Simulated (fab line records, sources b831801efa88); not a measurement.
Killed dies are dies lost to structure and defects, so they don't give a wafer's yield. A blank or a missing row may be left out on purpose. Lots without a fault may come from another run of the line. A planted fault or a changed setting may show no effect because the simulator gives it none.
Chamber matching | flow sky130 | SKY_VIA2_CMP_24 on cmp-02: 4 sister chambers
The step polishes, stops on SiO2, t overpolish 20 s, target thk 0 nm. 4 wafers are shown with their chamber, then 9 later ones without.

WAFERS WITH THEIR CHAMBER
wafer  | chamber | motor_current_A (A)
L076.1 | 0       | 11.4
L084.6 | 2       | 9.8
L091.3 | 1       | 10.9
L091.5 | 3       | 10.4

WAFERS WITHOUT THEIR CHAMBER
wafer  | motor_current_A (A)
L093.1 | 11.2
L093.2 | 10.9
L093.3 | 10.4
L094.2 | 11.2
L094.4 | 9.6
L094.5 | 9.6
L097.1 | 10.3
L097.3 | 11.6
L097.4 | 10.0

WHICH CHAMBER EACH WENT THROUGH
wafer  | from the rows above     | in truth
L093.1 | can't be placed: 0 or 1 | 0
L093.2 | 1                       | 1
L093.3 | 3                       | 3
L094.2 | can't be placed: 0 or 1 | 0
L094.4 | 2                       | 2
L094.5 | 2                       | 2
L097.1 | 3                       | 3
L097.3 | 0                       | 0
L097.4 | can't be placed: 2 or 3 | 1
Placed correctly: 6 of 9. Can't be placed from these rows: 3 (the true chamber is among the candidates in 2). Placed wrongly: 0.
How it was worked out, from the rows above alone: a wafer's distance from a chamber is the root of the sum, over the readings, of the square of ((its reading less the chamber's mean) divided by the reading's scatter). The wafer belongs to the nearest chamber; if the next one is less than 2 further off, it can't be placed. A chamber's mean is the mean of its shown wafers. The scatter: with one shown wafer a chamber, the root of the mean of the squares of how far each hidden wafer lies from its nearest shown one.
